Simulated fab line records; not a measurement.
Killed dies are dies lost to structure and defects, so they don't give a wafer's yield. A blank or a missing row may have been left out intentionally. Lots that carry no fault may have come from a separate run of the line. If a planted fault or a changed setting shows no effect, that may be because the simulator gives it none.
fab line records || flow gf180mcu || part 2 of 2: steps 32 to 40 of 40
record: {"lots": 5, "wafers": 15, "last_day": 34}
route steps=602 shown M4@461 V4@476
lots that met no fault: taken from a fault-free run of the same line
start_h: hours from the record's first day to the start of the lot's first wafer shown || wait_h: hours from the lot's prior step to this one || " as in the row above || L1.1+2: a row that stands for several wafers || - no value, or no start was given || * or withheld: withheld || < > ~ a bound
route shown NAME@n: names a module that has steps shown in the file, with the first one's number in the route || usual: the fault-free wafers' mean and standard deviation || same: alike in all rows || chamber/n: place in a boat || sites: readings site by site || _std_site: standard deviation across them || _edge_site: mean of outer sites minus mean of inner sites || radius_mm: for every site, how far away it sits from the centre of the wafer || mask NAME#n: copy n || behind: tool/chamber where the wafer was last shaped || hold: the reason the lot was held/the length of the hold in hours/how it ended || device: the n, p or np transistor that did not switch || end of line: the route-end tests of the same wafers || for a step that has no rows: nothing shown but its recipe || killed: at the first sort, the dies lost to defects and structure; wafer yield is something else || map: a wafer's dies, marking killed ones x, the rest . and places with no die _
set.NAME: setting as actually run; set.NAME@STEP: the setting as run at that earlier step || model.NAME: the simulator's own value behind a step, which no gauge read
lots at selected steps of the route; one table per step, one row per wafer
services: a tool's chamber out of use, with start hour (start_h, from the record's first day; less than 0 if before it), hours out, and reason
== steps ==
step: GF_V4_ETCH_16
recipe: {"chemistry": "N2/H2", "target_depth_a": "withheld", "overetch_a": "withheld", "time_s": "withheld", "target": "BARC", "ion_energy_ev": 200, "source_w": 500, "bias_w": 100, "pressure_mtorr": 30, "n2_flow_sccm": 100, "h2_flow_sccm": 200}
usual: {"chamber_pressure_mTorr": "30.00/0.031", "drypump_motor_current_A": "5.7/0.45", "oes_product_au": "0.855/0.0052", "throttle_valve_pct": "13.225/0.0086"}
{"lot.wafer": "L078.1", "tool": "rie_diel-02", "chamber": 3, "start_h": 605.21, "wait_h": 0.0, "chamber_pressure_mTorr": 29.99, "drypump_motor_current_A": 5.1, "oes_product_au": 0.855, "throttle_valve_pct": 13.220}
{"lot.wafer": "L078.2", "tool": "rie_diel-02", "chamber": 2, "start_h": 605.21, "wait_h": 0.0, "chamber_pressure_mTorr": 30.02, "drypump_motor_current_A": 6.5, "oes_product_au": 0.851, "throttle_valve_pct": 13.231}
{"lot.wafer": "L078.3", "tool": "rie_diel-02", "chamber": 1, "start_h": 605.21, "wait_h": 0.0, "chamber_pressure_mTorr": 30.05, "drypump_motor_current_A": 5.3, "oes_product_au": 0.842, "throttle_valve_pct": 13.227}
{"lot.wafer": "L079.2", "tool": "rie_diel-01", "chamber": 1, "start_h": 607.41, "wait_h": 0.0, "chamber_pressure_mTorr": 30.00, "drypump_motor_current_A": 5.6, "oes_product_au": 0.842, "throttle_valve_pct": 13.218}
{"lot.wafer": "L079.5", "tool": "rie_diel-01", "chamber": 3, "start_h": 607.41, "wait_h": 0.0, "chamber_pressure_mTorr": 30.01, "drypump_motor_current_A": 5.3, "oes_product_au": 0.839, "throttle_valve_pct": 13.232}
{"lot.wafer": "L079.6", "tool": "rie_diel-01", "chamber": 0, "start_h": 607.41, "wait_h": 0.0, "chamber_pressure_mTorr": 29.99, "drypump_motor_current_A": 5.5, "oes_product_au": 0.852, "throttle_valve_pct": 13.227}
{"lot.wafer": "L082.1", "tool": "rie_diel-03", "chamber": 1, "start_h": 629.56, "wait_h": 0.0, "chamber_pressure_mTorr": 29.99, "drypump_motor_current_A": 5.8, "oes_product_au": 0.848, "throttle_valve_pct": 13.224}
{"lot.wafer": "L082.2", "tool": "rie_diel-03", "chamber": 2, "start_h": 629.56, "wait_h": 0.0, "chamber_pressure_mTorr": 29.94, "drypump_motor_current_A": 5.8, "oes_product_au": 0.859, "throttle_valve_pct": 13.218}
{"lot.wafer": "L082.4", "tool": "rie_diel-03", "chamber": 3, "start_h": 629.56, "wait_h": 0.0, "chamber_pressure_mTorr": 30.01, "drypump_motor_current_A": 5.5, "oes_product_au": 0.859, "throttle_valve_pct": 13.234}
{"lot.wafer": "L086.1", "tool": "rie_diel-02", "chamber": 2, "start_h": 662.04, "wait_h": 0.0, "chamber_pressure_mTorr": 30.05, "drypump_motor_current_A": 6.4, "oes_product_au": 0.850, "throttle_valve_pct": 13.225}
{"lot.wafer": "L086.2", "tool": "rie_diel-02", "chamber": 0, "start_h": 662.04, "wait_h": 0.0, "chamber_pressure_mTorr": 29.98, "drypump_motor_current_A": 6.0, "oes_product_au": 0.852, "throttle_valve_pct": 13.230}
{"lot.wafer": "L086.5", "tool": "rie_diel-02", "chamber": 0, "start_h": 662.04, "wait_h": 0.0, "chamber_pressure_mTorr": 30.01, "drypump_motor_current_A": 6.0, "oes_product_au": 0.854, "throttle_valve_pct": 13.230}
{"lot.wafer": "L095.1", "tool": "rie_diel-01", "chamber": 0, "start_h": 718.58, "wait_h": 0.0, "chamber_pressure_mTorr": 30.00, "drypump_motor_current_A": 5.5, "oes_product_au": 0.857, "throttle_valve_pct": 13.241}
{"lot.wafer": "L095.3", "tool": "rie_diel-01", "chamber": 1, "start_h": 718.58, "wait_h": 0.0, "chamber_pressure_mTorr": 30.02, "drypump_motor_current_A": 5.6, "oes_product_au": 0.857, "throttle_valve_pct": 13.232}
{"lot.wafer": "L095.4", "tool": "rie_diel-01", "chamber": 3, "start_h": 718.58, "wait_h": 0.0, "chamber_pressure_mTorr": 29.99, "drypump_motor_current_A": 5.3, "oes_product_au": 0.850, "throttle_valve_pct": 13.242}
step: GF_V4_ETCH_17
recipe: {"chemistry": "C4F8/O2/Ar", "mask_material": "KrF", "target": "SiO2", "stop_on": "TiN", "source_w": 1500, "bias_w": 1200, "pressure_mtorr": 40, "c4f8_flow_sccm": "withheld", "O2_flow_sccm": 6, "Ar_flow_sccm": 300, "time_s": "withheld", "target_depth_a": 6300}
usual: {"chamber_pressure_mTorr": "40.00/0.035", "oes_product_au": "0.856/0.0045"}
{"lot.wafer": "L078.1", "tool": "rie_diel-02", "chamber": 3, "start_h": "-", "wait_h": "-", "chamber_pressure_mTorr": 40.01, "oes_product_au": 0.863}
{"lot.wafer": "L078.2", "tool": "rie_diel-02", "chamber": 2, "start_h": "-", "wait_h": "-", "chamber_pressure_mTorr": 39.99, "oes_product_au": 0.860}
{"lot.wafer": "L078.3", "tool": "rie_diel-02", "chamber": 1, "start_h": "-", "wait_h": "-", "chamber_pressure_mTorr": 39.97, "oes_product_au": 0.854}
{"lot.wafer": "L079.2", "tool": "rie_diel-01", "chamber": 1, "start_h": "-", "wait_h": "-", "chamber_pressure_mTorr": 39.98, "oes_product_au": 0.858}
{"lot.wafer": "L079.5", "tool": "rie_diel-01", "chamber": 3, "start_h": "-", "wait_h": "-", "chamber_pressure_mTorr": 40.00, "oes_product_au": 0.859}
{"lot.wafer": "L079.6", "tool": "rie_diel-01", "chamber": 0, "start_h": "-", "wait_h": "-", "chamber_pressure_mTorr": 40.06, "oes_product_au": 0.858}
{"lot.wafer": "L082.1", "tool": "rie_diel-03", "chamber": 1, "start_h": "-", "wait_h": "-", "chamber_pressure_mTorr": 39.99, "oes_product_au": 0.861}
{"lot.wafer": "L082.2", "tool": "rie_diel-03", "chamber": 2, "start_h": "-", "wait_h": "-", "chamber_pressure_mTorr": 39.98, "oes_product_au": 0.856}
{"lot.wafer": "L082.4", "tool": "rie_diel-03", "chamber": 3, "start_h": "-", "wait_h": "-", "chamber_pressure_mTorr": 40.00, "oes_product_au": 0.854}
{"lot.wafer": "L086.1", "tool": "rie_diel-02", "chamber": 2, "start_h": "-", "wait_h": "-", "chamber_pressure_mTorr": 39.93, "oes_product_au": 0.852}
{"lot.wafer": "L086.2", "tool": "rie_diel-02", "chamber": 0, "start_h": "-", "wait_h": "-", "chamber_pressure_mTorr": 40.00, "oes_product_au": 0.851}
{"lot.wafer": "L086.5", "tool": "rie_diel-02", "chamber": 0, "start_h": "-", "wait_h": "-", "chamber_pressure_mTorr": 40.03, "oes_product_au": 0.858}
{"lot.wafer": "L095.1", "tool": "rie_diel-01", "chamber": 0, "start_h": "-", "wait_h": "-", "chamber_pressure_mTorr": 40.00, "oes_product_au": 0.847}
{"lot.wafer": "L095.3", "tool": "rie_diel-01", "chamber": 1, "start_h": "-", "wait_h": "-", "chamber_pressure_mTorr": 40.05, "oes_product_au": 0.854}
{"lot.wafer": "L095.4", "tool": "rie_diel-01", "chamber": 3, "start_h": "-", "wait_h": "-", "chamber_pressure_mTorr": 39.94, "oes_product_au": 0.855}
step: GF_V4_STRIP_18
recipe: {"chemistry": "O2/N2", "power_w": 1400, "pressure_mtorr": 1500, "platen_temp_c": 250, "o2_flow_sccm": 3000, "n2_flow_sccm": 300, "overash_fraction": 0.5}
usual: {"chamber_pressure_mTorr": "1499.8/1.2", "drypump_motor_current_A": "5.52/0.3", "heater_power_w": "329/15", "oes_product_au": "0.593/0.0051"}
same: {"overash_fraction": 0.5}
{"lot.wafer": "L078.1", "tool": "plasma_asher-04", "chamber": 1, "start_h": 605.34, "wait_h": "-", "chamber_pressure_mTorr": 1502.3, "drypump_motor_current_A": 5.39, "heater_power_w": 347, "oes_product_au": 0.590, "rf_hours_counter_h": 51}
{"lot.wafer": "L078.2", "tool": "plasma_asher-04", "chamber": 0, "start_h": 605.34, "wait_h": "-", "chamber_pressure_mTorr": 1499.5, "drypump_motor_current_A": 5.67, "heater_power_w": 327, "oes_product_au": 0.600, "rf_hours_counter_h": 51}
{"lot.wafer": "L078.3", "tool": "plasma_asher-04", "chamber": 1, "start_h": 605.34, "wait_h": "-", "chamber_pressure_mTorr": 1502.2, "drypump_motor_current_A": 5.37, "heater_power_w": 349, "oes_product_au": 0.590, "rf_hours_counter_h": "-"}
{"lot.wafer": "L079.2", "tool": "plasma_asher-01", "chamber": 1, "start_h": 607.54, "wait_h": "-", "chamber_pressure_mTorr": 1500.7, "drypump_motor_current_A": 5.07, "heater_power_w": 336, "oes_product_au": 0.590, "rf_hours_counter_h": 84}
{"lot.wafer": "L079.5", "tool": "plasma_asher-01", "chamber": 1, "start_h": 607.54, "wait_h": "-", "chamber_pressure_mTorr": 1498.5, "drypump_motor_current_A": 5.07, "heater_power_w": 341, "oes_product_au": 0.579, "rf_hours_counter_h": "-"}
{"lot.wafer": "L079.6", "tool": "plasma_asher-01", "chamber": 0, "start_h": 607.54, "wait_h": "-", "chamber_pressure_mTorr": 1499.8, "drypump_motor_current_A": 5.68, "heater_power_w": 320, "oes_product_au": 0.589, "rf_hours_counter_h": "-"}
{"lot.wafer": "L082.1", "tool": "plasma_asher-04", "chamber": 1, "start_h": 629.69, "wait_h": "-", "chamber_pressure_mTorr": 1501.1, "drypump_motor_current_A": 5.37, "heater_power_w": 359, "oes_product_au": 0.596, "rf_hours_counter_h": 54}
{"lot.wafer": "L082.2", "tool": "plasma_asher-04", "chamber": 0, "start_h": 629.69, "wait_h": "-", "chamber_pressure_mTorr": 1499.8, "drypump_motor_current_A": 5.68, "heater_power_w": 332, "oes_product_au": 0.596, "rf_hours_counter_h": 54}
{"lot.wafer": "L082.4", "tool": "plasma_asher-04", "chamber": 0, "start_h": 629.69, "wait_h": "-", "chamber_pressure_mTorr": 1499.2, "drypump_motor_current_A": 5.70, "heater_power_w": 326, "oes_product_au": 0.591, "rf_hours_counter_h": "-"}
{"lot.wafer": "L086.1", "tool": "plasma_asher-03", "chamber": 0, "start_h": 662.16, "wait_h": "-", "chamber_pressure_mTorr": 1500.0, "drypump_motor_current_A": 5.23, "heater_power_w": 321, "oes_product_au": 0.594, "rf_hours_counter_h": 101}
{"lot.wafer": "L086.2", "tool": "plasma_asher-03", "chamber": 1, "start_h": 662.16, "wait_h": "-", "chamber_pressure_mTorr": 1500.2, "drypump_motor_current_A": 5.98, "heater_power_w": 310, "oes_product_au": 0.601, "rf_hours_counter_h": 101}
{"lot.wafer": "L086.5", "tool": "plasma_asher-03", "chamber": 0, "start_h": 662.16, "wait_h": "-", "chamber_pressure_mTorr": 1500.3, "drypump_motor_current_A": 5.22, "heater_power_w": 321, "oes_product_au": 0.589, "rf_hours_counter_h": "-"}
{"lot.wafer": "L095.1", "tool": "plasma_asher-01", "chamber": 1, "start_h": 718.71, "wait_h": "-", "chamber_pressure_mTorr": 1501.3, "drypump_motor_current_A": 5.08, "heater_power_w": 327, "oes_product_au": 0.590, "rf_hours_counter_h": 96}
{"lot.wafer": "L095.3", "tool": "plasma_asher-01", "chamber": 0, "start_h": 718.71, "wait_h": "-", "chamber_pressure_mTorr": 1500.9, "drypump_motor_current_A": 5.72, "heater_power_w": 311, "oes_product_au": 0.591, "rf_hours_counter_h": "-"}
{"lot.wafer": "L095.4", "tool": "plasma_asher-01", "chamber": 1, "start_h": 718.71, "wait_h": "-", "chamber_pressure_mTorr": 1497.8, "drypump_motor_current_A": 5.08, "heater_power_w": 342, "oes_product_au": 0.594, "rf_hours_counter_h": "-"}
step: GF_V4_STRIP_19
recipe: {"chemistry": "post_etch_residue_remover", "time_s": 1200, "temp_c": 72.5}
{"lot.wafer": "L078.1+2+3", "tool": "wet_bench-02", "chamber": 0, "start_h": 605.44, "wait_h": 0.1}
{"lot.wafer": "L079.2+5+6", "tool": "wet_bench-03", "chamber": 3, "start_h": 607.64, "wait_h": 0.1}
{"lot.wafer": "L082.1+2+4", "tool": "wet_bench-03", "chamber": 0, "start_h": 629.79, "wait_h": 0.1}
{"lot.wafer": "L086.1+2+5", "tool": "wet_bench-02", "chamber": 3, "start_h": 662.26, "wait_h": 0.1}
{"lot.wafer": "L095.1+3+4", "tool": "wet_bench-03", "chamber": 3, "start_h": 718.81, "wait_h": 0.1}
step: GF_V4_CLEAN_20
recipe: {"chemistry": "DIW", "dry": "n2_spin"}
{"lot.wafer": "L078.1+2+3", "tool": "wet_bench-03", "chamber": 2, "start_h": 605.78, "wait_h": 0.0}
{"lot.wafer": "L079.2+5+6", "tool": "wet_bench-04", "chamber": 1, "start_h": 607.98, "wait_h": 0.0}
{"lot.wafer": "L082.1+2+4", "tool": "wet_bench-02", "chamber": 3, "start_h": 630.16, "wait_h": 0.0}
{"lot.wafer": "L086.1+2+5", "tool": "wet_bench-03", "chamber": 2, "start_h": 662.64, "wait_h": 0.0}
{"lot.wafer": "L095.1+3+4", "tool": "wet_bench-04", "chamber": 2, "start_h": 719.16, "wait_h": 0.0}
step: GF_V4_SPUTTER_21
recipe: {"material": "Ti", "target_thk_nm": 15, "chamber_pressure_pa": 5, "power_w": 2500, "substrate_temp_c": 200, "time_s": 80.02}
usual: {"throttle_valve_pct": "30.0/0.71"}
{"lot.wafer": "L078.1", "tool": "pvd_sputter-02", "chamber": "-", "start_h": 605.87, "wait_h": 0.0, "throttle_valve_pct": 30.0}
{"lot.wafer": "L078.2", "tool": "pvd_sputter-02", "chamber": "-", "start_h": 605.87, "wait_h": 0.0, "throttle_valve_pct": 30.0}
{"lot.wafer": "L078.3", "tool": "pvd_sputter-02", "chamber": "-", "start_h": 605.87, "wait_h": 0.0, "throttle_valve_pct": 29.7}
{"lot.wafer": "L079.2", "tool": "pvd_sputter-02", "chamber": "-", "start_h": 608.08, "wait_h": 0.0, "throttle_valve_pct": 30.2}
{"lot.wafer": "L079.5", "tool": "pvd_sputter-02", "chamber": "-", "start_h": 608.08, "wait_h": 0.0, "throttle_valve_pct": 31.1}
{"lot.wafer": "L079.6", "tool": "pvd_sputter-02", "chamber": "-", "start_h": 608.08, "wait_h": 0.0, "throttle_valve_pct": 30.1}
{"lot.wafer": "L082.1", "tool": "pvd_sputter-04", "chamber": "-", "start_h": 630.25, "wait_h": 0.0, "throttle_valve_pct": 30.8}
{"lot.wafer": "L082.2", "tool": "pvd_sputter-04", "chamber": "-", "start_h": 630.25, "wait_h": 0.0, "throttle_valve_pct": 28.6}
{"lot.wafer": "L082.4", "tool": "pvd_sputter-04", "chamber": "-", "start_h": 630.25, "wait_h": 0.0, "throttle_valve_pct": 30.1}
{"lot.wafer": "L086.1", "tool": "pvd_sputter-04", "chamber": "-", "start_h": 662.73, "wait_h": 0.0, "throttle_valve_pct": 31.1}
{"lot.wafer": "L086.2", "tool": "pvd_sputter-04", "chamber": "-", "start_h": 662.73, "wait_h": 0.0, "throttle_valve_pct": 28.7}
{"lot.wafer": "L086.5", "tool": "pvd_sputter-04", "chamber": "-", "start_h": 662.73, "wait_h": 0.0, "throttle_valve_pct": 30.2}
{"lot.wafer": "L095.1", "tool": "pvd_sputter-02", "chamber": "-", "start_h": 719.25, "wait_h": 0.0, "throttle_valve_pct": 29.9}
{"lot.wafer": "L095.3", "tool": "pvd_sputter-02", "chamber": "-", "start_h": 719.25, "wait_h": 0.0, "throttle_valve_pct": 30.3}
{"lot.wafer": "L095.4", "tool": "pvd_sputter-02", "chamber": "-", "start_h": 719.25, "wait_h": 0.0, "throttle_valve_pct": 30.1}
step: GF_V4_SPUTTER_22
recipe: {"material": "TiN", "target_thk_nm": 10, "chamber_pressure_pa": 5, "power_w": 4000, "time_s": 40}
usual: {"throttle_valve_pct": "30.0/0.71"}
{"lot.wafer": "L078.1", "tool": "pvd_sputter-02", "chamber": "-", "start_h": 605.93, "wait_h": 0.0, "throttle_valve_pct": 30.0}
{"lot.wafer": "L078.2", "tool": "pvd_sputter-02", "chamber": "-", "start_h": 605.93, "wait_h": 0.0, "throttle_valve_pct": 30.3}
{"lot.wafer": "L078.3", "tool": "pvd_sputter-02", "chamber": "-", "start_h": 605.93, "wait_h": 0.0, "throttle_valve_pct": 29.6}
{"lot.wafer": "L079.2", "tool": "pvd_sputter-02", "chamber": "-", "start_h": 608.14, "wait_h": 0.0, "throttle_valve_pct": 29.8}
{"lot.wafer": "L079.5", "tool": "pvd_sputter-02", "chamber": "-", "start_h": 608.14, "wait_h": 0.0, "throttle_valve_pct": 31.2}
{"lot.wafer": "L079.6", "tool": "pvd_sputter-02", "chamber": "-", "start_h": 608.14, "wait_h": 0.0, "throttle_valve_pct": 29.7}
{"lot.wafer": "L082.1", "tool": "pvd_sputter-04", "chamber": "-", "start_h": 630.31, "wait_h": 0.0, "throttle_valve_pct": 30.8}
{"lot.wafer": "L082.2", "tool": "pvd_sputter-04", "chamber": "-", "start_h": 630.31, "wait_h": 0.0, "throttle_valve_pct": 28.5}
{"lot.wafer": "L082.4", "tool": "pvd_sputter-04", "chamber": "-", "start_h": 630.31, "wait_h": 0.0, "throttle_valve_pct": 30.0}
{"lot.wafer": "L086.1", "tool": "pvd_sputter-04", "chamber": "-", "start_h": 662.79, "wait_h": 0.0, "throttle_valve_pct": 30.9}
{"lot.wafer": "L086.2", "tool": "pvd_sputter-04", "chamber": "-", "start_h": 662.79, "wait_h": 0.0, "throttle_valve_pct": 28.4}
{"lot.wafer": "L086.5", "tool": "pvd_sputter-04", "chamber": "-", "start_h": 662.79, "wait_h": 0.0, "throttle_valve_pct": 30.1}
{"lot.wafer": "L095.1", "tool": "pvd_sputter-02", "chamber": "-", "start_h": 719.31, "wait_h": 0.0, "throttle_valve_pct": 29.9}
{"lot.wafer": "L095.3", "tool": "pvd_sputter-02", "chamber": "-", "start_h": 719.31, "wait_h": 0.0, "throttle_valve_pct": 30.0}
{"lot.wafer": "L095.4", "tool": "pvd_sputter-02", "chamber": "-", "start_h": 719.31, "wait_h": 0.0, "throttle_valve_pct": 29.9}
step: GF_V4_CVD_23
recipe: {"material": "W", "target_thk_nm": 350, "time_s": 104.9, "temp_c": 400, "pressure_torr": 40}
usual: {"heater_power_outer_w": "519/49", "heater_power_w": "837/65", "susceptor_temp_C": "400.04/0.22"}
{"lot.wafer": "L078.1", "tool": "cvd_w-01", "chamber": 0, "start_h": 605.97, "wait_h": 0.0, "heater_power_outer_w": 530, "heater_power_w": 904, "susceptor_temp_C": 400.15}
{"lot.wafer": "L078.2", "tool": "cvd_w-01", "chamber": 1, "start_h": 605.97, "wait_h": 0.0, "heater_power_outer_w": 551, "heater_power_w": 885, "susceptor_temp_C": 399.64}
{"lot.wafer": "L078.3", "tool": "cvd_w-01", "chamber": 1, "start_h": 605.97, "wait_h": 0.0, "heater_power_outer_w": 538, "heater_power_w": 880, "susceptor_temp_C": 400.04}
{"lot.wafer": "L079.2", "tool": "cvd_w-02", "chamber": 1, "start_h": 608.18, "wait_h": 0.0, "heater_power_outer_w": 437, "heater_power_w": 733, "susceptor_temp_C": 400.45}
{"lot.wafer": "L079.5", "tool": "cvd_w-02", "chamber": 1, "start_h": 608.18, "wait_h": 0.0, "heater_power_outer_w": 441, "heater_power_w": 725, "susceptor_temp_C": 400.34}
{"lot.wafer": "L079.6", "tool": "cvd_w-02", "chamber": 0, "start_h": 608.18, "wait_h": 0.0, "heater_power_outer_w": 569, "heater_power_w": 834, "susceptor_temp_C": 400.01}
{"lot.wafer": "L082.1", "tool": "cvd_w-02", "chamber": 1, "start_h": 630.35, "wait_h": 0.0, "heater_power_outer_w": 428, "heater_power_w": 729, "susceptor_temp_C": 400.16}
{"lot.wafer": "L082.2", "tool": "cvd_w-02", "chamber": 0, "start_h": 630.35, "wait_h": 0.0, "heater_power_outer_w": 557, "heater_power_w": 860, "susceptor_temp_C": 399.68}
{"lot.wafer": "L082.4", "tool": "cvd_w-02", "chamber": 1, "start_h": 630.35, "wait_h": 0.0, "heater_power_outer_w": 435, "heater_power_w": 726, "susceptor_temp_C": 400.17}
{"lot.wafer": "L086.1", "tool": "cvd_w-02", "chamber": 0, "start_h": 662.83, "wait_h": 0.0, "heater_power_outer_w": 563, "heater_power_w": 837, "susceptor_temp_C": 400.27}
{"lot.wafer": "L086.2", "tool": "cvd_w-02", "chamber": 1, "start_h": 662.83, "wait_h": 0.0, "heater_power_outer_w": 439, "heater_power_w": 721, "susceptor_temp_C": 399.66}
{"lot.wafer": "L086.5", "tool": "cvd_w-02", "chamber": 0, "start_h": 662.83, "wait_h": 0.0, "heater_power_outer_w": 556, "heater_power_w": 881, "susceptor_temp_C": 400.40}
{"lot.wafer": "L095.1", "tool": "cvd_w-02", "chamber": 0, "start_h": 719.35, "wait_h": 0.0, "heater_power_outer_w": 572, "heater_power_w": 855, "susceptor_temp_C": 399.91}
{"lot.wafer": "L095.3", "tool": "cvd_w-02", "chamber": 1, "start_h": 719.35, "wait_h": 0.0, "heater_power_outer_w": 445, "heater_power_w": 733, "susceptor_temp_C": 399.84}
{"lot.wafer": "L095.4", "tool": "cvd_w-02", "chamber": 0, "start_h": 719.35, "wait_h": 0.0, "heater_power_outer_w": 555, "heater_power_w": 871, "susceptor_temp_C": 400.17}
step: GF_V4_RS_MEAS_24
recipe: {"thk_meas_gauge": "four-point-probe", "reads": "W_of_V4_CVD_23+TiN_of_V4_SPUTTER_22+Ti_of_V4_SPUTTER_21"}
usual: {"V4_W_RS": "0.328/0.0045"}
{"lot.wafer": "L078.1", "tool": "film_metro-02", "chamber": "-", "start_h": 606.08, "wait_h": 0.1, "V4_W_RS[ohm/sq]": 0.329}
{"lot.wafer": "L078.2", "tool": "film_metro-02", "chamber": "-", "start_h": 606.08, "wait_h": 0.1, "V4_W_RS[ohm/sq]": 0.318}
{"lot.wafer": "L078.3", "tool": "film_metro-02", "chamber": "-", "start_h": 606.08, "wait_h": 0.1, "V4_W_RS[ohm/sq]": 0.322}
{"lot.wafer": "L079.2", "tool": "film_metro-01", "chamber": "-", "start_h": 608.31, "wait_h": 0.1, "V4_W_RS[ohm/sq]": 0.333}
{"lot.wafer": "L079.5", "tool": "film_metro-01", "chamber": "-", "start_h": 608.31, "wait_h": 0.1, "V4_W_RS[ohm/sq]": 0.328}
{"lot.wafer": "L079.6", "tool": "film_metro-01", "chamber": "-", "start_h": 608.31, "wait_h": 0.1, "V4_W_RS[ohm/sq]": 0.337}
{"lot.wafer": "L082.1", "tool": "film_metro-04", "chamber": "-", "start_h": 630.46, "wait_h": 0.1, "V4_W_RS[ohm/sq]": 0.329}
{"lot.wafer": "L082.2", "tool": "film_metro-04", "chamber": "-", "start_h": 630.46, "wait_h": 0.1, "V4_W_RS[ohm/sq]": 0.332}
{"lot.wafer": "L082.4", "tool": "film_metro-04", "chamber": "-", "start_h": 630.46, "wait_h": 0.1, "V4_W_RS[ohm/sq]": 0.331}
{"lot.wafer": "L086.1", "tool": "film_metro-04", "chamber": "-", "start_h": 662.94, "wait_h": 0.1, "V4_W_RS[ohm/sq]": 0.330}
{"lot.wafer": "L086.2", "tool": "film_metro-04", "chamber": "-", "start_h": 662.94, "wait_h": 0.1, "V4_W_RS[ohm/sq]": 0.332}
{"lot.wafer": "L086.5", "tool": "film_metro-04", "chamber": "-", "start_h": 662.94, "wait_h": 0.1, "V4_W_RS[ohm/sq]": 0.331}
{"lot.wafer": "L095.1", "tool": "film_metro-02", "chamber": "-", "start_h": 719.46, "wait_h": 0.1, "V4_W_RS[ohm/sq]": 0.327}
{"lot.wafer": "L095.3", "tool": "film_metro-02", "chamber": "-", "start_h": 719.46, "wait_h": 0.1, "V4_W_RS[ohm/sq]": 0.331}
{"lot.wafer": "L095.4", "tool": "film_metro-02", "chamber": "-", "start_h": 719.46, "wait_h": 0.1, "V4_W_RS[ohm/sq]": 0.328}
== services ==
{"tool": "krf_scanner-02", "chamber": "-", "start_h": 555.85, "hours": 1.0, "kind": "pm"}
{"tool": "krf_scanner-02", "chamber": "-", "start_h": 556.85, "hours": 3.0, "kind": "pm"}
{"tool": "krf_scanner-01", "chamber": "-", "start_h": 559.85, "hours": 0.8, "kind": "pm"}
{"tool": "krf_scanner-02", "chamber": "-", "start_h": 560.60, "hours": 0.8, "kind": "pm"}
{"tool": "rie_diel-01", "chamber": 0, "start_h": 570.45, "hours": 8.6, "kind": "repair"}
{"tool": "cvd_w-02", "chamber": 0, "start_h": 574.58, "hours": 5.0, "kind": "repair"}
{"tool": "pvd_sputter-02", "chamber": "-", "start_h": 583.33, "hours": 1.9, "kind": "repair"}
{"tool": "pvd_sputter-02", "chamber": "-", "start_h": 585.48, "hours": 5.7, "kind": "repair"}
{"tool": "krf_scanner-01", "chamber": "-", "start_h": 586.31, "hours": 0.6, "kind": "repair"}
{"tool": "cvd_w-02", "chamber": 0, "start_h": 589.89, "hours": 12.5, "kind": "repair"}
{"tool": "rie_diel-01", "chamber": 0, "start_h": 608.86, "hours": 3.0, "kind": "repair"}
{"tool": "krf_scanner-02", "chamber": "-", "start_h": 631.01, "hours": 1.3, "kind": "pm"}
{"tool": "rie_diel-01", "chamber": "-", "start_h": 632.37, "hours": 0.4, "kind": "repair"}
{"tool": "cvd_w-02", "chamber": "-", "start_h": 636.24, "hours": 1.9, "kind": "repair"}
{"tool": "krf_scanner-02", "chamber": "-", "start_h": 639.16, "hours": 1.1, "kind": "repair"}
{"tool": "pecvd-04", "chamber": 1, "start_h": 639.39, "hours": 6.4, "kind": "repair"}
{"tool": "pvd_sputter-02", "chamber": "-", "start_h": 639.49, "hours": 3.2, "kind": "repair"}
{"tool": "krf_scanner-01", "chamber": "-", "start_h": 642.17, "hours": 1.3, "kind": "pm"}
{"tool": "pecvd-04", "chamber": "-", "start_h": 642.89, "hours": 2.8, "kind": "pm"}
{"tool": "krf_scanner-01", "chamber": "-", "start_h": 661.13, "hours": 1.6, "kind": "repair"}
{"tool": "cvd_w-02", "chamber": 1, "start_h": 670.69, "hours": 11.1, "kind": "repair"}
{"tool": "plasma_asher-04", "chamber": "-", "start_h": 678.82, "hours": 14.6, "kind": "pm"}
{"tool": "krf_scanner-02", "chamber": "-", "start_h": 705.13, "hours": 1.0, "kind": "pm"}
{"tool": "krf_scanner-02", "chamber": "-", "start_h": 716.52, "hours": 0.8, "kind": "pm"}
